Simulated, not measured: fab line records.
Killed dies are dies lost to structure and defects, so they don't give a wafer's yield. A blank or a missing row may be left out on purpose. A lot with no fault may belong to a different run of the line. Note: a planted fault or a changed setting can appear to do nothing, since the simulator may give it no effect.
fab line records    flow sky130
record: lots: 11  wafers: 33  last_day: 50
route steps=708 shown LI_CONTACT@363 LOCAL_INTERCONNECT@387
lots untouched by any fault: they come from a run of this same line in which no faults occurred
start_h: hours from the record's opening day to when the first of the lot's shown wafers began    wait_h: hours elapsed since this lot's preceding step    " the same as in the row above    L1.1+2: a single row standing in for several wafers    - either no value or no given start    * or withheld: withheld    < > ~ a bound
route shown NAME@n: NAME is a module with steps in the file, n the number in the route of the first one    usual: mean/standard deviation taken from wafers without a fault    same: alike in all rows    chamber/n: place in a boat    sites: each site's reading    _std_site: standard deviation of those values    _edge_site: inner sites' mean taken away from outer sites' mean    radius_mm: how far each site lies from the wafer's centre    mask NAME#n: copy n    behind: tool/chamber where the wafer was last shaped    hold: the reason the lot was held/the length of the hold in hours/how it ended    device: transistor that didn't switch, given as n, p or np    end of line: tests of these same wafers at the route's end    a step without rows: its recipe alone    killed: count of dies lost to structure and defects at first sort (not the wafer's yield)    map: shows each die of a wafer: x if killed, . if not, _ if none is there
set.NAME: the setting the step ran with; set.NAME@STEP: the setting that earlier step ran with    model.NAME: the simulator's own value behind a step, which no gauge read
route steps across a sampled set of lots; one table per step, one row per wafer
services: from which hour (start_h, from the record's first day; less than 0 if before it) a tool's chamber was out of use, for how many hours, and why
== steps ==
step: SKY_LI_CONTACT_THK_MEAS_01
recipe: reads: PSG_of_LI_CONTACT_HDPCVD_00
usual: LI_CONTACT_HDPCVD_THK: 932/8.5
lot.wafer  tool           chamber  start_h  wait_h  LI_CONTACT_HDPCVD_THK[nm]
L213.2     film_metro-03  -        639.91   0.1     923
L213.5     "              -        "        "       933
L213.6     "              -        "        "       935
L214.1     film_metro-03  -        659.50   0.1     928
L214.4     "              -        "        "       925
L214.5     "              -        "        "       934
L216.1     film_metro-01  -        685.07   0.1     924
L216.5     "              -        "        "       933
L216.6     "              -        "        "       923
L222.1     film_metro-03  -        728.43   0.1     930
L222.2     "              -        "        "       935
L222.3     "              -        "        "       932
L223.2     film_metro-02  -        734.78   0.1     921
L223.5     "              -        "        "       937
L223.6     "              -        "        "       938
L224.1     film_metro-02  -        736.57   0.1     937
L224.3     "              -        "        "       938
L224.5     "              -        "        "       929
L227.2     film_metro-02  -        761.77   0.1     931
L227.5     "              -        "        "       933
L227.6     "              -        "        "       929
L228.3     film_metro-01  -        775.59   0.1     932
L228.5     "              -        "        "       930
L228.6     "              -        "        "       933
L232.1     film_metro-01  -        827.51   0.1     926
L232.3     "              -        "        "       933
L232.4     "              -        "        "       927
L233.1     film_metro-03  -        829.11   0.1     918
L233.3     "              -        "        "       915
L233.5     "              -        "        "       912
L235.4     film_metro-03  -        833.70   0.0     934
L235.5     "              -        "        "       936
L235.6     "              -        "        "       940
step: SKY_LI_CONTACT_BOW_MEAS_03
recipe: mode: bow
usual: LI_CONTACT_BOW: 53/6.1
lot.wafer  tool           chamber  start_h  wait_h  LI_CONTACT_BOW[um]
L213.2     film_metro-02  -        640.28   0.2     48
L213.5     "              -        "        "       52
L213.6     "              -        "        "       52
L214.1     film_metro-03  -        659.89   0.1     51
L214.4     "              -        "        "       54
L214.5     "              -        "        "       64
L216.1     film_metro-02  -        685.43   0.1     53
L216.5     "              -        "        "       72
L216.6     "              -        "        "       53
L222.1     film_metro-01  -        728.79   0.1     56
L222.2     "              -        "        "       48
L222.3     "              -        "        "       50
L223.2     film_metro-03  -        735.15   0.1     39
L223.5     "              -        "        "       42
L223.6     "              -        "        "       56
L224.1     film_metro-01  -        736.93   0.2     58
L224.3     "              -        "        "       59
L224.5     "              -        "        "       71
L227.2     film_metro-02  -        762.14   0.3     62
L227.5     "              -        "        "       54
L227.6     "              -        "        "       57
L228.3     film_metro-03  -        775.97   0.1     54
L228.5     "              -        "        "       48
L228.6     "              -        "        "       58
L232.1     film_metro-02  -        827.87   0.2     53
L232.3     "              -        "        "       42
L232.4     "              -        "        "       59
L233.1     film_metro-01  -        829.47   0.2     50
L233.3     "              -        "        "       59
L233.5     "              -        "        "       51
L235.4     film_metro-02  -        834.11   0.2     50
L235.5     "              -        "        "       53
L235.6     "              -        "        "       62
step: SKY_LOCAL_INTERCONNECT_SPUTTER_00
recipe: material: TiN  target_thk_nm: 100  temp_c: 300  power_w: 6500  time_s: 83.3  chamber_pressure_pa: 0.4
usual: throttle_valve_pct: 30.0/1.5
lot.wafer  tool            chamber  start_h  wait_h  throttle_valve_pct
L213.2     pvd_sputter-02  -        670.85   0.2     32.6
L213.5     "               -        "        "       32.5
L213.6     "               -        "        "       30.0
L214.1     pvd_sputter-03  -        689.62   0.2     32.2
L214.4     "               -        "        "       28.1
L214.5     "               -        "        "       32.1
L216.1     pvd_sputter-03  -        713.38   0.2     28.2
L216.5     "               -        "        "       28.2
L216.6     "               -        "        "       32.5
L222.1     pvd_sputter-02  -        757.54   0.1     28.8
L222.2     "               -        "        "       30.5
L222.3     "               -        "        "       32.5
L223.2     pvd_sputter-02  -        764.31   0.2     32.7
L223.5     "               -        "        "       32.6
L223.6     "               -        "        "       29.0
L224.1     pvd_sputter-03  -        765.64   0.1     29.8
L224.3     "               -        "        "       28.0
L224.5     "               -        "        "       28.3
L227.2     pvd_sputter-03  -        790.68   0.2     28.2
L227.5     "               -        "        "       32.4
L227.6     "               -        "        "       28.3
L228.3     pvd_sputter-01  -        802.36   0.1     30.2
L228.5     "               -        "        "       30.4
L228.6     "               -        "        "       30.2
L232.1     pvd_sputter-02  -        855.16   0.2     32.6
L232.3     "               -        "        "       29.3
L232.4     "               -        "        "       28.6
L233.1     pvd_sputter-03  -        857.06   0.2     28.3
L233.3     "               -        "        "       29.9
L233.5     "               -        "        "       27.9
L235.4     pvd_sputter-01  -        862.30   0.2     31.3
L235.5     "               -        "        "       29.9
L235.6     "               -        "        "       29.7
step: SKY_LOCAL_INTERCONNECT_RS_MEAS_01
recipe: thk_meas_gauge: four-point-probe  reads: TiN_of_LOCAL_INTERCONNECT_SPUTTER_00
usual: LOCAL_INTERCONNECT_TIN_RS: 14.09/0.14
lot.wafer  tool           chamber  start_h  wait_h  LOCAL_INTERCONNECT_TIN_RS[ohm/sq]
L213.2     film_metro-03  -        670.94   0.1     14.31
L213.5     "              -        "        "       14.30
L213.6     "              -        "        "       14.01
L214.1     film_metro-04  -        689.69   0.0     14.21
L214.4     "              -        "        "       14.24
L214.5     "              -        "        "       14.31
L216.1     film_metro-03  -        713.44   0.0     14.05
L216.5     "              -        "        "       14.05
L216.6     "              -        "        "       14.06
L222.1     film_metro-02  -        757.60   0.0     14.25
L222.2     "              -        "        "       10.09
L222.3     "              -        "        "       14.22
L223.2     film_metro-02  -        764.39   0.1     10.12
L223.5     "              -        "        "       14.11
L223.6     "              -        "        "       10.10
L224.1     film_metro-02  -        765.70   0.0     13.78
L224.3     "              -        "        "       13.96
L224.5     "              -        "        "       13.98
L227.2     film_metro-03  -        790.76   0.1     14.01
L227.5     "              -        "        "       14.06
L227.6     "              -        "        "       14.02
L228.3     film_metro-02  -        802.46   0.1     13.87
L228.5     "              -        "        "       13.85
L228.6     "              -        "        "       13.89
L232.1     film_metro-04  -        855.23   0.0     14.05
L232.3     "              -        "        "       14.11
L232.4     "              -        "        "       13.98
L233.1     film_metro-03  -        857.12   0.0     14.02
L233.3     "              -        "        "       13.92
L233.5     "              -        "        "       14.07
L235.4     film_metro-03  -        862.42   0.1     13.89
L235.5     "              -        "        "       13.95
L235.6     "              -        "        "       14.01
step: SKY_LOCAL_INTERCONNECT_THK_MEAS_02
recipe: thk_meas_gauge: xrf  reads: TiN_of_LOCAL_INTERCONNECT_SPUTTER_00
usual: LOCAL_INTERCONNECT_TIN_THK: 98.4/1.1
lot.wafer  tool           chamber  start_h  wait_h  LOCAL_INTERCONNECT_TIN_THK[nm]
L213.2     film_metro-03  -        671.05   0.1     97.5
L213.5     "              -        "        "       97.6
L213.6     "              -        "        "       99.5
L214.1     film_metro-04  -        689.81   0.1     98.0
L214.4     "              -        "        "       97.8
L214.5     "              -        "        "       97.1
L216.1     film_metro-03  -        713.56   0.1     99.3
L216.5     "              -        "        "       99.5
L216.6     "              -        "        "       99.0
L222.1     film_metro-02  -        757.72   0.1     97.0
L222.2     "              -        "        "       134.5
L222.3     "              -        "        "       97.2
L223.2     film_metro-02  -        764.50   0.1     134.3
L223.5     "              -        "        "       98.0
L223.6     "              -        "        "       134.6
L224.1     film_metro-02  -        765.82   0.1     99.7
L224.3     "              -        "        "       98.9
L224.5     "              -        "        "       98.5
L227.2     film_metro-03  -        790.87   0.1     99.6
L227.5     "              -        "        "       99.0
L227.6     "              -        "        "       99.6
L228.3     film_metro-02  -        802.56   0.1     99.8
L228.5     "              -        "        "       99.9
L228.6     "              -        "        "       99.7
L232.1     film_metro-04  -        855.35   0.1     99.7
L232.3     "              -        "        "       99.0
L232.4     "              -        "        "       99.6
L233.1     film_metro-03  -        857.24   0.1     99.8
L233.3     "              -        "        "       100.2
L233.5     "              -        "        "       98.9
L235.4     film_metro-03  -        862.51   0.1     100.1
L235.5     "              -        "        "       99.6
L235.6     "              -        "        "       99.8
step: SKY_LOCAL_INTERCONNECT_OVL_MEAS_12
usual: LOCAL_INTERCONNECT_OVL: 1/5.4
lot.wafer  tool        chamber  start_h  wait_h  LOCAL_INTERCONNECT_OVL[nm]
L213.2     overlay-02  -        699.22   0.1     7
L213.5     "           -        "        "       6
L213.6     "           -        "        "       3
L214.1     overlay-01  -        716.97   0.1     3
L214.4     "           -        "        "       0
L214.5     "           -        "        "       6
L216.1     overlay-01  -        737.80   0.1     4
L216.5     "           -        "        "       -2
L216.6     "           -        "        "       4
L222.1     overlay-01  -        784.81   0.1     0
L222.2     "           -        "        "       11
L222.3     "           -        "        "       3
L223.2     overlay-01  -        791.27   0.1     0
L223.5     "           -        "        "       9
L223.6     "           -        "        "       0
L224.1     overlay-02  -        791.85   0.1     -3
L224.3     "           -        "        "       -2
L224.5     "           -        "        "       1
L227.2     overlay-02  -        817.57   0.1     12
L227.5     "           -        "        "       -4
L227.6     "           -        "        "       7
L228.3     overlay-01  -        828.78   0.1     -4
L228.5     "           -        "        "       -3
L228.6     "           -        "        "       -4
L232.1     overlay-02  -        881.37   0.1     6
L232.3     "           -        "        "       2
L232.4     "           -        "        "       0
L233.1     overlay-01  -        883.12   0.1     -2
L233.3     "           -        "        "       -9
L233.5     "           -        "        "       -6
L235.4     overlay-02  -        889.38   0.1     7
L235.5     "           -        "        "       -8
L235.6     "           -        "        "       3
step: SKY_LOCAL_INTERCONNECT_METAL_ETCH_14
recipe: target_depth_nm: 110  stop_on: PSG  chemistry: Cl2/BCl3  target: TiN  resist_sidewall_deg: 88  pressure_mtorr: 10  icp_w: 900  bias_w: 48.5  Cl2_flow_sccm: 60  bcl3_flow_sccm: 30  time_s: 31.4
usual: bias_w: 48.50/0.14  drypump_motor_current_A: 5.5/0.56  he_backside_leak_sccm: 3.23/0.19  oes_product_au: 0.942/0.0072  throttle_valve_pct: 21.899/0.01
lot.wafer  tool          chamber  start_h  wait_h  bias_w  drypump_motor_current_A  he_backside_leak_sccm  oes_product_au  rf_hours_counter_h  throttle_valve_pct
L213.2     rie_metal-01  1        699.34   0.1     48.40   5.8                      2.94                   0.925           2                   21.898
L213.5     "             1        "        "       48.42   5.8                      2.98                   0.937           -                   21.887
L213.6     "             0        "        "       48.91   5.1                      3.14                   0.941           -                   21.919
L214.1     rie_metal-03  0        717.07   0.0     48.59   6.4                      3.15                   0.940           13                  21.902
L214.4     "             0        "        "       48.60   6.4                      2.98                   0.934           -                   21.893
L214.5     "             0        "        "       48.68   6.4                      3.07                   0.940           -                   21.903
L216.1     rie_metal-01  0        737.90   0.0     48.59   5.1                      3.08                   0.949           16                  21.887
L216.5     "             1        "        "       48.17   5.8                      3.14                   0.942           -                   21.895
L216.6     "             0        "        "       48.46   5.1                      3.16                   0.953           -                   21.885
L222.1     rie_metal-04  0        784.91   0.0     48.65   5.8                      2.98                   0.940           13                  21.901
L222.2     "             1        "        "       48.32   5.2                      3.57                   1.005           14                  21.851
L222.3     "             0        "        "       48.64   5.9                      3.04                   0.937           -                   21.894
L223.2     rie_metal-01  1        791.44   0.1     48.67   5.8                      2.89                   1.003           -                   21.870
L223.5     "             1        "        "       48.70   5.8                      3.24                   0.929           -                   21.880
L223.6     "             1        "        "       48.49   5.8                      2.98                   1.002           -                   21.882
L224.1     rie_metal-04  1        791.95   0.0     48.61   5.2                      3.26                   0.956           15                  21.909
L224.3     "             1        "        "       48.52   5.2                      3.14                   0.957           -                   21.888
L224.5     "             1        "        "       48.57   5.2                      3.35                   0.954           -                   21.903
L227.2     rie_metal-03  1        817.74   0.1     48.60   4.7                      3.25                   0.941           -                   21.892
L227.5     "             1        "        "       48.34   4.7                      3.33                   0.952           -                   21.895
L227.6     "             1        "        "       48.79   4.7                      3.37                   0.934           -                   21.883
L228.3     rie_metal-03  1        828.96   0.1     48.59   4.7                      3.24                   0.952           -                   21.890
L228.5     "             1        "        "       48.45   4.7                      3.26                   0.954           -                   21.882
L228.6     "             1        "        "       48.40   4.7                      3.31                   0.950           -                   21.903
L232.1     rie_metal-03  0        881.47   0.0     48.16   6.4                      3.07                   0.938           3                   21.897
L232.3     "             1        "        "       48.64   4.7                      3.30                   0.937           -                   21.893
L232.4     "             0        "        "       48.26   6.4                      3.33                   0.945           -                   21.896
L233.1     rie_metal-03  1        883.22   0.0     48.23   4.7                      3.37                   0.943           7                   21.907
L233.3     "             0        "        "       48.31   6.4                      3.24                   0.949           -                   21.906
L233.5     "             0        "        "       48.42   6.4                      3.03                   0.936           -                   21.895
L235.4     rie_metal-04  1        889.48   0.0     48.49   5.2                      3.35                   0.952           -                   21.898
L235.5     "             1        "        "       48.40   5.2                      3.30                   0.947           -                   21.894
L235.6     "             0        "        "       48.61   5.8                      3.11                   0.951           -                   21.891
== services ==
tool            chamber  start_h  hours  kind
rie_metal-03    -        651.97   0.4    repair
rie_metal-03    1        663.77   -      clean
rie_metal-03    1        663.77   29.4   scheduled_down
rie_metal-03    1        663.77   29.4   vent_cycle
pvd_sputter-03  -        683.42   0.6    repair
pvd_sputter-03  2        716.31   -      consumable_replace:kit
pvd_sputter-03  2        716.31   18.0   scheduled_down
pvd_sputter-03  2        716.31   18.0   vent_cycle
rie_metal-01    0        774.28   -      clean
rie_metal-01    0        774.28   19.3   scheduled_down
rie_metal-03    1        786.18   8.1    repair
rie_metal-03    0        813.11   -      clean
rie_metal-03    0        813.11   23.7   scheduled_down
rie_metal-03    0        813.11   23.7   vent_cycle
rie_metal-01    0        835.39   2.6    repair
rie_metal-03    1        846.14   26.1   repair
rie_metal-03    -        846.47   2.8    pm
pvd_sputter-01  -        850.27   3.7    repair
rie_metal-04    1        856.74   4.2    repair
pvd_sputter-03  1        866.55   -      consumable_replace:kit
pvd_sputter-03  1        866.55   18.0   scheduled_down
pvd_sputter-03  1        866.55   18.0   vent_cycle
rie_metal-03    0        872.64   5.9    repair
pvd_sputter-02  -        885.21   1.6    repair
== key ==
first_sign: step: SKY_LOCAL_INTERCONNECT_RS_MEAS_01  reading: LOCAL_INTERCONNECT_TIN_RS  direction: down  sigmas: 29  usual: 14.09  struck: 10.10
effect: step: SKY_LOCAL_INTERCONNECT_THK_MEAS_02  reading: LOCAL_INTERCONNECT_TIN_THK  direction: up  sigmas: 34  usual: 98.4  struck: 134.5
effect: step: SKY_LOCAL_INTERCONNECT_METAL_ETCH_14  reading: oes_product_au  direction: up  sigmas: 8.5  usual: 0.942  struck: 1.003
met_at SKY_LOCAL_INTERCONNECT_SPUTTER_00
struck_lots L222,L223
struck_wafers L222.2,L223.2,L223.6
tester_left_out L222,L223
not_acting_at SKY_LI_CONTACT_THK_MEAS_01,SKY_LI_CONTACT_BOW_MEAS_03,SKY_LOCAL_INTERCONNECT_OVL_MEAS_12
onset_between 670.85 757.54
fault: kind: process_parameter_drift  tool: pvd_sputter-02  chamber: -  onset_h: 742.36  steps: SKY_LOCAL_INTERCONNECT_SPUTTER_00  channel: target_thk_nm  offset: 38.108  shape: step  end_h: 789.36  scope: struck_wafers_only  acts_in: these_recipes_only  stated: 100
tester_left_out: of these lots the tester's yield and bins aren't shown, on N5 and GAA mostly nor the transistor test; their killed dies are dies lost to structure and defects alone, not to doping, threshold or leakage, so they don't give the yield
